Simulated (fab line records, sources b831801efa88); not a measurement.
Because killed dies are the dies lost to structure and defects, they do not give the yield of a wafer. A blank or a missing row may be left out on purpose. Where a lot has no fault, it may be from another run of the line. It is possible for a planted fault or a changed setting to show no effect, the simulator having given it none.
One fault seen from 2 desks	flow gf180mcu	what lay behind the numbers comes last; until then each desk has only its own

== FROM THE METROLOGY DESK ==
Means of the sampled wafers that have a number, per lot and without regard to the tool the lot ran on: this is what the gauges read. If a lot's mean is further than 4 standard deviations from the usual mean, the lot is out of limits and carries the mark OUT (the distance appears in the brackets).
Columns: A = cd_nm at GF_V4_CD_MEAS_14, usual 260.6 nm; B = V4_OVL at GF_V4_OVL_MEAS_15, usual 0 nm; C = V4_W_RS at GF_V4_RS_MEAS_24, usual 0.327 ohm/sq; D = V4_W_THK at GF_V4_THK_MEAS_25, usual 352 nm; E = MIM_CVD_05_THK at GF_MIM_THK_MEAS_06, usual 42.2 nm; F = MIM_ALCU_RS at GF_MIM_RS_MEAS_10, usual 0.1598 ohm/sq; G = MIM_ALCU_THK at GF_MIM_THK_MEAS_11, usual 194.9 nm
lot	first seen here	A	B	C	D	E	F	G
L975	day 25 21:26	260.1	2	0.327	354	42.3	0.1589	195.5
L976	day 26 07:24	261.1	-3	0.329	347	41.7	0.1595	194.4
L981	day 27 20:32	259.8	-3	0.329	348	42.1	0.1617	192.6
L989	day 29 22:18	260.2	7	0.328	350	41.9	0.1600	195.2
L990	day 30 06:27	259.9	5	0.330	348	42.6	0.1617	192.9
L994	day 31 08:14	259.1	2	0.327	352	42.8	0.1632	190.4
This desk found nothing out of limits on any of the 6 lots.

== DESK OF THE TOOL OWNER: pvd_sputter-01 ==
At GF_V4_SPUTTER_22 (material TiN, target thk 10 nm, time 40 s) the tool's own readings: per lot run on this tool, the mean of the sampled wafers that have a number. If a lot's mean is further than 4 standard deviations from the usual mean, the lot is out of limits and carries the mark OUT (the distance appears in the brackets).
Columns: A = throttle_valve_pct at GF_V4_SPUTTER_22, usual 30.0 %
lot	first seen here	A
L975	day 25 22:17	29.7
L976	day 26 08:17	30.1
L981	day 27 21:26	29.7
L989	day 29 23:13	29.7
L990	day 30 07:20	29.8
This desk found nothing out of limits on any of the 5 lots.

== TAKEN TOGETHER ==
At the metrology desk, nothing out of limits was observed.
The tool owner's desk saw nothing out of limits.

== WHAT HAD BEEN PUT IN BY THE SIMULATOR ==
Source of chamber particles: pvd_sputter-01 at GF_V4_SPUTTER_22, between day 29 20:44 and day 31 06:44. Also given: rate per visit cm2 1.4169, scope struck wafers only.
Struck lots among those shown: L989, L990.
